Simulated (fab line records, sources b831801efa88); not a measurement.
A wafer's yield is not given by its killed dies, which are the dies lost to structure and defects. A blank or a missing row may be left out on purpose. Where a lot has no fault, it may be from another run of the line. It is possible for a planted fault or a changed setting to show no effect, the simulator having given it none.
fab line records | flow sky130
record lots=6 wafers=18 lastDay=50
route steps=708 shown METAL2@501 VIA2@507 PAD_OPEN@708
lots that met no fault: taken from a fault-free run of the same line
startH: hours from the record's first day to the start of the lot's first wafer shown | waitH: time in hours since the lot's previous step | " unchanged from the row above | L1.1+2: a row that stands for several wafers | - either no value or no given start | * or withheld: withheld | < > ~ a bound
route shown NAME@n: NAME is a module with steps in the file, n the number in the route of the first one | usual: average and standard deviation across the fault-free wafers | same: alike in all rows | chamber/n: place in a boat | sites: each site's reading | _std_site: the standard deviation of these | _edge_site: inner sites' mean taken away from outer sites' mean | radiusMm: for every site, how far away it sits from the centre of the wafer | mask NAME#n: copy n | behind: the most recent tool/chamber to have shaped the wafer | hold: cause of the lot's hold/its duration in hours/its outcome | device: names the non-switching transistor (n, p or np) | end of line: tests run on the same wafers once the route is complete | a step without rows: its recipe alone | killed: not the wafer's yield, but the dies lost to structure and defects at the first sort | map: a wafer's dies, x killed, . not, _ none there
set.NAME: the setting as run; set.NAME@STEP: as run at that earlier step | model.NAME: the simulator's own value behind a step, which no gauge read
lots seen at some steps along the route; tables by step, rows by wafer
services: the hour from which a tool's chamber was out of use, counted from the record's first day as startH (under 0 if before that day), plus the number of hours and why
## steps
# step SKY_METAL2_ETCH_18
# recipe chemistry=N2/H2 target=BARC ionEnergyEv=200 biasW=100 pressureMtorr=30 n2FlowSccm=100 h2FlowSccm=200 icpW=500 stopOn=SiO2 timeS=45.9 targetDepthA=600
# usual drypumpMotorCurrentA=5.5/0.47 h2FlowSccm=199.9/0.57 oesProductAu=0.855/0.0046 throttleValvePct=13.225/0.0085
# columns lot.wafer tool chamber startH waitH drypumpMotorCurrentA h2FlowSccm oesProductAu rfHoursCounterH throttleValvePct
L209.1 rieMetal-01 1 823.23 0.0 5.5 199.8 0.854 11 13.222
L209.3 " 0 " " 6.1 201.2 0.849 - 13.228
L209.5 " 1 " " 5.5 199.7 0.854 - 13.221
L218.2 rieMetal-04 0 905.10 0.0 5.0 200.1 0.854 13 13.212
L218.3 " 0 " " 5.0 199.0 0.858 - 13.237
L218.4 " 1 " " 5.2 200.4 0.858 - 13.220
L222.2 rieMetal-04 0 926.58 0.0 4.9 199.9 0.857 14 13.214
L222.4 " 0 " " 5.0 200.7 0.854 - 13.233
L222.5 " 0 " " 5.0 200.1 0.857 - 13.216
L226.1 rieMetal-03 0 994.63 0.0 5.1 200.2 0.854 10 13.225
L226.3 " 0 " " 5.1 200.3 0.850 - 13.223
L226.5 " 1 " " 6.2 200.4 0.851 - 13.232
L229.3 rieMetal-04 1 997.37 0.0 5.2 199.5 0.851 - 13.225
L229.4 " 0 " " 5.0 199.3 0.849 - 13.231
L229.6 " 1 " " 5.2 201.1 0.854 - 13.214
L228.2 rieMetal-04 1 1000.05 0.0 5.2 199.9 0.852 19 13.223
L228.4 " 1 " " 5.2 199.5 0.857 - 13.241
L228.6 " 1 " " 5.2 200.0 0.851 - 13.227
# step SKY_METAL2_METAL_ETCH_19
# recipe targetDepthA=3600 stopOn=SiO2 overEtchFrac=0.3 timeS=78 chemistry=Cl2/BCl3 resistSidewallDeg=88 pressureMtorr=10 icpW=900 biasW=48.5 Cl2_flow_sccm=60 bcl3FlowSccm=30
# usual drypumpMotorCurrentA=5.5/0.48 mfcCl2Sccm=59.99/0.2 oesProductAu=0.855/0.007 throttleValvePct=22.265/0.0092
# same overEtchFrac=0.3
# columns lot.wafer tool chamber startH waitH drypumpMotorCurrentA mfcCl2Sccm oesProductAu rfHoursCounterH throttleValvePct
L209.1 rieMetal-01 1 823.29 0.0 5.5 59.74 0.858 11 22.264
L209.3 " 0 " " 6.1 59.93 0.852 - 22.281
L209.5 " 1 " " 5.5 59.76 0.849 - 22.247
L218.2 rieMetal-04 0 905.16 0.0 5.0 60.32 0.845 13 22.279
L218.3 " 0 " " 5.0 60.01 0.854 - 22.262
L218.4 " 1 " " 5.2 59.93 0.854 - 22.261
L222.2 rieMetal-04 0 926.64 0.0 5.0 59.95 0.860 14 22.264
L222.4 " 0 " " 5.0 60.17 0.858 - 22.265
L222.5 " 0 " " 5.0 59.95 0.860 - 22.274
L226.1 rieMetal-03 0 994.69 0.0 5.1 60.10 0.846 10 22.273
L226.3 " 0 " " 5.1 59.98 0.857 - 22.271
L226.5 " 1 " " 6.2 60.27 0.861 - 22.259
L229.3 rieMetal-04 1 997.44 0.1 5.2 60.33 0.859 - 22.247
L229.4 " 0 " " 4.9 60.06 0.849 - 22.250
L229.6 " 1 " " 5.2 60.35 0.848 - 22.248
L228.2 rieMetal-04 1 1000.11 0.0 5.2 60.03 0.854 19 22.261
L228.4 " 1 " " 5.1 60.13 0.847 - 22.262
L228.6 " 1 " " 5.2 59.94 0.853 - 22.264
# step SKY_METAL2_STRIP_20
# recipe chemistry=O2/N2 powerW=1400 pressureMtorr=1500 platenTempC=withheld o2FlowSccm=3000 n2FlowSccm=300 overashFraction=0.5
# usual drypumpMotorCurrentA=5.7/0.47 oesProductAu=0.342/0.0048 stripTimeToEndpointS=2.68/0.063
# columns lot.wafer tool chamber startH waitH drypumpMotorCurrentA oesProductAu rfHoursCounterH stripTimeToEndpointS
L209.1 plasmaAsher-01 0 823.38 0.1 5.0 0.353 71 2.82
L209.3 " 1 " " 5.7 0.339 - 2.68
L209.5 " 1 " " 5.7 0.340 - 2.81
L218.2 plasmaAsher-03 0 905.25 0.1 5.1 0.335 48 2.60
L218.3 " 1 " " 5.7 0.346 - 2.65
L218.4 " 0 " " 5.1 0.345 - 2.60
L222.2 plasmaAsher-02 0 926.73 0.1 6.4 0.347 115 2.65
L222.4 " 0 " " 6.4 0.335 - 2.66
L222.5 " 1 " " 5.7 0.337 - 2.66
L226.1 plasmaAsher-01 0 994.78 0.1 5.0 0.341 88 2.74
L226.3 " 0 " " 5.0 0.349 - 2.74
L226.5 " 1 " " 5.8 0.340 - 2.64
L229.3 plasmaAsher-03 0 997.54 0.1 5.0 0.339 - 2.57
L229.4 " 1 " " 5.8 0.342 - 2.65
L229.6 " 1 " " 5.7 0.339 - 2.60
L228.2 plasmaAsher-03 0 1000.20 0.1 5.1 0.338 58 2.62
L228.4 " 0 " " 5.1 0.340 - 2.62
L228.6 " 0 " " 5.1 0.341 - 2.62
# step SKY_METAL2_STRIP_21
# recipe chemistry=postEtchResidueRemover timeS=1200 tempC=72.5
# step SKY_METAL2_CLEAN_22
# recipe chemistry=IPA timeS=180 tempC=25
# step SKY_METAL2_CLEAN_23
# recipe chemistry=O3/DIW dry=n2Spin
# step SKY_VIA2_HDPCVD_00
# recipe material=SiO2 targetThkNm=1180 sigmaOpenFrac=0.3 timeS=196.7 tempC=400 sih4FlowSccm=60 pressureMtorr=6
# step SKY_VIA2_THK_MEAS_01
# recipe reads=SiO2_of_VIA2_HDPCVD_00
# usual VIA2_HDPCVD_THK=1182/12
# columns lot.wafer tool chamber startH waitH VIA2_HDPCVD_THK[nm]
L209.1 filmMetro-04 - 824.10 0.1 1197
L209.3 " - " " 1183
L209.5 " - " " 1185
L218.2 filmMetro-04 - 906.02 0.1 1164
L218.3 " - " " 1189
L218.4 " - " " 1175
L222.2 filmMetro-03 - 927.47 0.1 1180
L222.4 " - " " 1182
L222.5 " - " " 1182
L226.1 filmMetro-04 - 995.54 0.1 1178
L226.3 " - " " 1188
L226.5 " - " " 1182
L229.3 filmMetro-03 - 998.25 0.1 1196
L229.4 " - " " 1174
L229.6 " - " " 1193
L228.2 filmMetro-03 - 1000.93 0.1 1151
L228.4 " - " " 1166
L228.6 " - " " 1181
# step SKY_VIA2_CMP_02
# recipe material=SiO2 downForcePsi=4 platenRpm=60 padVelocityMS=0.94248
# usual edgeZonePressureFrac=1.000/0.0053 motorCurrentA=12.3/1.3 slurryFilterDpKPa=13.50/0.12
# columns lot.wafer tool chamber startH waitH edgeZonePressureFrac motorCurrentA slurryFilterDpKPa
L209.3 cmp-01 0 824.16 0.0 1.014 13.7 13.34
L209.1 " 2 " " 1.005 11.9 13.63
L209.5 " 1 " " 0.990 12.9 13.60
L218.4 cmp-02 0 906.09 0.0 1.004 11.2 13.47
L218.2 " 2 " " 0.995 15.1 13.55
L218.3 " 3 " " 0.990 12.3 13.62
L222.4 cmp-02 3 927.78 0.3 0.987 12.5 13.60
L222.2 " 0 " " 1.005 11.6 13.41
L222.5 " 0 " " 1.004 11.2 13.73
L226.3 cmp-01 2 995.60 0.0 1.008 11.5 13.56
L226.1 " 1 " " 0.993 13.0 13.52
L226.5 " 3 " " 0.992 11.8 13.42
L229.4 cmp-01 0 998.39 0.1 1.003 13.0 13.76
L229.3 " 1 " " 0.998 13.0 13.54
L229.6 " 2 " " 0.993 11.7 13.52
L228.4 cmp-01 2 1000.98 0.0 1.004 11.8 13.66
L228.2 " 3 " " 0.997 11.9 13.45
L228.6 " 3 " " 1.002 12.1 13.49
# step SKY_VIA2_BOW_MEAS_03
# recipe mode=bow
# usual VIA2_BOW=85/7.3
# columns lot.wafer tool chamber startH waitH VIA2_BOW[um]
L209.1 filmMetro-03 - 824.46 0.1 86
L209.3 " - " " 85
L209.5 " - " " 88
L218.2 filmMetro-02 - 906.41 0.2 90
L218.3 " - " " 71
L218.4 " - " " 75
L222.2 filmMetro-04 - 928.10 0.2 82
L222.4 " - " " 82
L222.5 " - " " 78
L226.1 filmMetro-04 - 995.90 0.1 99
L226.3 " - " " 84
L226.5 " - " " 92
L229.3 filmMetro-02 - 998.63 0.1 78
L229.4 " - " " 75
L229.6 " - " " 92
L228.2 filmMetro-03 - 1001.30 0.2 79
L228.4 " - " " 82
L228.6 " - " " 81
# step SKY_VIA2_DEHYDRATE_04
# recipe tempC=200 timeS=60
# step SKY_VIA2_HMDS_05
# recipe primeTimeS=60 primeTempC=120
# step SKY_VIA2_COAT_06
# recipe resist=BARC tempC=withheld timeS=withheld spinRpm=3000 resistThkNm=60
# columns lot.wafer tool chamber startH waitH
L209.1+3+5 lithoTrack-04 0 837.01 0.1
L218.2+3+4 lithoTrack-03 0 918.34 0.1
L222.2+4+5 lithoTrack-03 0 940.89 0.1
L226.1+3+5 lithoTrack-02 0 1006.93 0.1
L229.3+4+6 lithoTrack-04 0 1010.61 0.1
L228.2+4+6 lithoTrack-04 0 1012.84 0.1
# step SKY_VIA2_COAT_07
# recipe resist=KrF-thick spinRpm=3000 resistThkNm=450
# step SKY_VIA2_SOFTBAKE_08
# recipe tempC=100 timeS=90 resist=KrF-thick
# step SKY_VIA2_EXPOSE_09
# recipe maskId=VIM2 na=0.8 sourceShape=annular sigmaInner=0.55 sigmaOuter=0.85 targetCdNm=200 doseMj=38
# step SKY_VIA2_PEB_10
# recipe pebTempC=withheld pebTimeS=withheld resist=KrF-thick
# step SKY_VIA2_DEVELOP_11
# recipe developTimeS=60 resist=KrF-thick devTempC=21
# step SKY_VIA2_CD_MEAS_12
# recipe targetCdNm=200
# usual cdNm=199.6/1.6
# columns lot.wafer tool chamber startH waitH cdNm
L209.1 cdSem-01 - 850.13 - 200.2
L209.3 " - " " 200.7
L209.5 " - " " 201.4
L218.2 cdSem-02 - 931.70 - 201.0
L218.3 " - " " 202.1
L218.4 " - " " 200.5
L222.2 cdSem-02 - 953.38 - 200.1
L222.4 " - " " 199.1
L222.5 " - " " 198.1
L226.1 cdSem-01 - 1019.33 - 200.7
L226.3 " - " " 201.9
L226.5 " - " " 201.8
L229.3 cdSem-01 - 1022.12 - 200.0
L229.4 " - " " 200.0
L229.6 " - " " 199.9
L228.2 cdSem-01 - 1024.48 - 201.3
L228.4 " - " " 200.8
L228.6 " - " " 201.2
# step SKY_VIA2_OVL_MEAS_13
# usual VIA2_OVL=3/5.4
# columns lot.wafer tool chamber startH waitH VIA2_OVL[nm]
L209.1 overlay-01 - 850.25 0.1 6
L209.3 " - " " 4
L209.5 " - " " 6
L218.2 overlay-01 - 931.80 0.1 7
L218.3 " - " " 7
L218.4 " - " " 16
L222.2 overlay-02 - 953.49 0.1 13
L222.4 " - " " 4
L222.5 " - " " 8
L226.1 overlay-02 - 1019.45 0.1 -1
L226.3 " - " " -8
L226.5 " - " " -8
L229.3 overlay-01 - 1022.21 0.1 3
L229.4 " - " " 4
L229.6 " - " " 5
L228.2 overlay-02 - 1024.59 0.1 2
L228.4 " - " " 6
L228.6 " - " " 2
# step SKY_VIA2_ETCH_14
# recipe chemistry=N2/H2 target=BARC ionEnergyEv=200 sourceW=500 biasW=100 pressureMtorr=30 n2FlowSccm=100 h2FlowSccm=200 stopOn=SiO2 timeS=45.9 targetDepthA=600
# usual drypumpMotorCurrentA=5.5/0.45 h2FlowSccm=200.0/0.63 oesProductAu=0.854/0.0051 throttleValvePct=13.225/0.0098
# columns lot.wafer tool chamber startH waitH drypumpMotorCurrentA h2FlowSccm oesProductAu rfHoursCounterH throttleValvePct model.etch.depthNm
L209.1 rieDiel-04 1 850.28 0.0 4.9 199.2 0.861 11 13.213 60.11
L209.3 " 0 " " 5.6 199.7 0.860 3 13.225 60.23
L209.5 " 0 " " 5.7 198.6 0.859 - 13.235 60.09
L218.2 rieDiel-04 2 931.83 0.0 5.7 199.2 0.852 6 13.216 60.18
L218.3 " 0 " " 5.6 200.3 0.858 5 13.231 60.13
L218.4 " 3 " " 5.2 200.3 0.851 11 13.225 60.13
L222.2 rieDiel-01 1 953.52 0.0 6.0 200.9 0.856 6 13.234 59.94
L222.4 " 2 " " 6.3 199.9 0.845 5 13.217 60
L222.5 " 2 " " 6.2 198.7 0.854 - 13.213 60.06
L226.1 rieDiel-03 2 1019.48 0.0 5.4 200.1 0.845 24 13.223 60.12
L226.3 " 1 " " 5.9 199.9 0.860 25 13.217 60.12
L226.5 " 3 " " 4.9 200.1 0.858 - 13.219 60.19
L229.3 rieDiel-04 3 1022.23 0.0 5.2 199.7 0.841 14 13.221 58.45
L229.4 " 1 " " 4.9 199.5 0.839 16 13.216 58.56
L229.6 " 0 " " 5.6 200.7 0.841 - 13.217 58.29
L228.2 rieDiel-01 0 1024.62 0.0 4.9 200.9 0.843 8 13.212 58.41
L228.4 " 3 " " 5.7 200.4 0.838 11 13.225 58.35
L228.6 " 1 " " 6.0 199.8 0.853 - 13.227 58.45
# step SKY_VIA2_ETCH_15
# recipe target=SiO2 chemistry=C4F8/O2/Ar targetDepthNm=546 stopOn=TiN maskMaterial=KrF-thick sourceW=1500 biasW=1200 pressureMtorr=40 c4f8FlowSccm=withheld O2_flow_sccm=6 Ar_flow_sccm=300 timeS=84
# usual oesProductAu=0.939/0.0044
# columns lot.wafer tool chamber startH waitH oesProductAu rfHoursCounterH
L209.1 rieDiel-04 1 850.33 0.0 0.941 11
L209.3 " 0 " " 0.941 3
L209.5 " 0 " " 0.940 -
L218.2 rieDiel-04 2 931.88 0.0 0.939 6
L218.3 " 0 " " 0.947 5
L218.4 " 3 " " 0.936 11
L222.2 rieDiel-01 1 953.56 0.0 0.939 6
L222.4 " 2 " " 0.937 5
L222.5 " 2 " " 0.943 -
L226.1 rieDiel-03 2 1019.53 0.0 0.936 24
L226.3 " 1 " " 0.942 25
L226.5 " 3 " " 0.936 -
L229.3 rieDiel-04 3 1022.28 0.0 0.941 14
L229.4 " 1 " " 0.940 16
L229.6 " 0 " " 0.936 -
L228.2 rieDiel-01 0 1024.66 0.0 0.937 8
L228.4 " 3 " " 0.937 11
L228.6 " 1 " " 0.932 -
# step SKY_PAD_OPEN_PROBE_99
# usual defectLimitedYield=82.6/1.9 killed_at_M0_to_M3=43/7.3 killed_at_M4_up=3.0/2 killedAtContacts=24/5.2 killedAtFrontEnd=15/4.4 killedAtOther=0.2/0.48 killedDies=86/9.1 killedOpen=47/7.3 killedShort=38/6.4 sort_bin_3_pad_short=0.8/0.38 sort_bin_5_function=10.5/1.4 sort_bin_6_memory=6.1/1.1 sortNPass=406/9.1 sortYieldPct=82.6/1.9
# same grossDies=492 killedAtBackSide=0 sort_bin_4_leakage[%]=0 sort_bin_8_speed[%]=0
# columns lot.wafer tool chamber startH waitH defectLimitedYield[%] killed_at_M0_to_M3 killed_at_M4_up killedAtContacts killedAtFrontEnd killedAtOther killedDies killedOpen killedShort sort_bin_3_pad_short[%] sort_bin_5_function[%] sort_bin_6_memory[%] sortNPass sortYieldPct[%]
L209.1 prober-02 - 1076.61 0.1 82.7 39 3 31 12 0 85 43 41 1.0 11.6 4.7 407 82.7
L209.3 prober-02 - 1076.71 0.2 80.1 57 4 22 14 1 98 47 48 1.0 11.6 7.3 394 80.1
L209.5 prober-02 - 1076.81 0.2 78.9 55 1 32 15 1 104 65 36 1.0 13.8 6.3 388 78.9
L226.1 prober-01 - 1203.81 0.1 82.1 54 3 19 12 0 88 50 38 0.4 9.1 8.3 404 82.1
L226.3 prober-01 - 1203.91 0.2 84.3 34 4 30 9 0 77 43 34 0.2 10.4 5.1 415 84.3
L226.5 prober-01 - 1204.01 0.2 82.3 50 3 26 8 0 87 53 33 0.8 11.6 5.3 405 82.3
L229.3 prober-02 - 1206.91 0.2 78.0 57 1 30 20 0 108 65 43 0.6 14.4 6.9 384 78.0
L229.4 prober-02 - 1206.96 0.2 79.9 41 4 37 17 0 99 57 42 1.0 10.4 8.7 393 79.9
L229.6 prober-02 - 1207.06 0.2 84.3 37 3 18 19 0 77 44 33 0.8 9.8 5.1 415 84.3
L228.2 prober-01 - 1207.73 0.1 82.3 54 0 22 10 1 87 46 41 0.6 11.6 5.5 405 82.3
L228.4 prober-01 - 1207.83 0.2 85.2 36 3 18 16 0 73 32 41 1.0 8.9 4.9 419 85.2
L228.6 prober-01 - 1207.93 0.2 81.5 47 7 23 14 0 91 49 42 1.2 12.8 4.5 401 81.5
# killed by level:class
L209.1 LI_CONTACT:geometricParticle:open=10 VIA3:geometricParticle:open=7 LI_CONTACT:geometricParticle:short=6 CONTACT:geometricParticle:short=5 CONTACT:geometricParticle:open=5 METAL1:geometricParticle:short=5 VIA1:geometricParticle:open=5 METAL2:geometricParticle:short=5
L209.3 METAL2:geometricParticle:short=14 VIA1:geometricParticle:open=13 CONTACT:geometricParticle:open=9 LI_CONTACT:geometricParticle:open=8 VIA1:geometricParticle:short=7 FIELD_ISO:geometricParticle:open=5 VIA2:geometricParticle:open=5 METAL4:geometricParticle:short=4
L209.5 VIA1:geometricParticle:open=17 CONTACT:geometricParticle:open=15 VIA3:geometricParticle:open=7 VIA2:geometricParticle:open=7 LI_CONTACT:geometricParticle:open=6 FIELD_ISO:geometricParticle:open=5 LOCAL_INTERCONNECT:geometricParticle:short=5 POLY_GATE:geometricParticle:short=4
L226.1 VIA3:geometricParticle:open=8 VIA1:geometricParticle:open=8 VIA2:geometricParticle:open=8 CONTACT:geometricParticle:open=6 METAL1:geometricParticle:short=6 METAL3:geometricParticle:short=5 LI_CONTACT:geometricParticle:open=5 VIA1:geometricParticle:short=5
L226.3 LI_CONTACT:geometricParticle:open=10 CONTACT:geometricParticle:open=9 VIA3:geometricParticle:open=7 LOCAL_INTERCONNECT:geometricParticle:short=6 VIA1:geometricParticle:open=6 VIA3:geometricParticle:short=5 VIA2:geometricParticle:open=5 FIELD_ISO:geometricParticle:short=4
L226.5 VIA3:geometricParticle:open=14 CONTACT:geometricParticle:open=10 VIA1:geometricParticle:open=8 VIA2:geometricParticle:open=7 METAL1:geometricParticle:short=6 LI_CONTACT:geometricParticle:open=5 CONTACT:geometricParticle:short=5 VIA1:geometricParticle:short=5
L229.3 CONTACT:geometricParticle:open=14 VIA3:geometricParticle:open=10 VIA2:geometricParticle:open=10 LI_CONTACT:geometricParticle:open=9 VIA1:geometricParticle:open=9 FIELD_ISO:geometricParticle:short=7 VIA1:geometricParticle:short=7 METAL2:geometricParticle:short=7
L229.4 CONTACT:geometricParticle:open=12 LI_CONTACT:geometricParticle:open=10 VIA1:geometricParticle:open=9 METAL2:geometricParticle:short=7 LOCAL_INTERCONNECT:geometricParticle:short=6 POLY_GATE:geometricParticle:open=5 VIA1:geometricParticle:short=5 CONTACT:geometricParticle:short=5
L229.6 LI_CONTACT:geometricParticle:open=7 VIA2:geometricParticle:open=7 VIA1:geometricParticle:open=6 VIA3:geometricParticle:open=6 POLY_GATE:geometricParticle:short=5 CONTACT:geometricParticle:open=5 METAL2:geometricParticle:short=4 METAL3:geometricParticle:short=4
L228.2 VIA3:geometricParticle:open=9 VIA1:geometricParticle:open=9 CONTACT:geometricParticle:open=7 METAL2:geometricParticle:short=7 LI_CONTACT:geometricParticle:open=6 VIA1:geometricParticle:short=6 VIA2:geometricParticle:short=5 VIA2:geometricParticle:open=4
L228.4 VIA2:geometricParticle:open=6 LI_CONTACT:geometricParticle:open=5 VIA1:geometricParticle:open=5 VIA3:geometricParticle:open=5 FIELD_ISO:geometricParticle:short=4 POLY_GATE:geometricParticle:short=4 LI_CONTACT:geometricParticle:short=4 CONTACT:geometricParticle:open=4
L228.6 CONTACT:geometricParticle:open=9 VIA1:geometricParticle:open=8 VIA3:geometricParticle:open=8 VIA1:geometricParticle:short=7 FIELD_ISO:geometricParticle:short=6 VIA2:geometricParticle:open=6 LI_CONTACT:geometricParticle:open=5 METAL4:geometricParticle:short=5
## services
# columns tool chamber startH hours kind
cmp-02 - 800.65 1.4 repair
plasmaAsher-03 - 810.93 2.8 pm
rieMetal-04 1 827.84 1.5 repair
rieDiel-01 0 831.11 1.8 repair
cmp-01 - 834.58 0.5 repair
rieDiel-04 3 857.93 5.8 repair
cmp-01 - 863.43 74.2 repair
rieDiel-01 3 870.69 12.8 repair
rieDiel-04 - 885.17 0.2 repair
rieMetal-04 - 891.06 0.9 repair
rieDiel-01 3 891.60 17.1 repair
cmp-01 - 911.60 1.1 repair
rieDiel-04 0 921.37 3.0 repair
rieDiel-01 3 923.49 5.1 repair
rieDiel-04 2 925.24 4.4 repair
rieDiel-04 2 935.78 6.1 repair
cmp-01 - 937.63 3.0 pm
rieMetal-04 1 937.84 4.0 repair
cmp-01 - 938.76 2.1 repair
cmp-01 - 940.89 4.0 pm
rieMetal-04 - 943.20 1.4 pm
rieDiel-04 3 944.63 1.8 repair
cmp-01 - 962.84 2.2 repair
rieDiel-01 0 1001.44 8.8 repair
## key
firstSign none at tools or gauges
modelEffect step=SKY_VIA2_ETCH_14 value=etch.depthNm without=59.9 struck=58.42
metAt SKY_VIA2_COAT_06
struckWafers L228.2,L228.4,L228.6,L229.3,L229.4,L229.6
onsetBetween 837.01 1010.61
alsoFits time
fault kind=processParameterDrift tool=lithoTrack-04 chamber=- onsetH=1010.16 steps=SKY_VIA2_COAT_06 channel=resistThkNm offset=-1.4825 shape=step endH=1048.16 actsIn=theseRecipesOnly stated=60
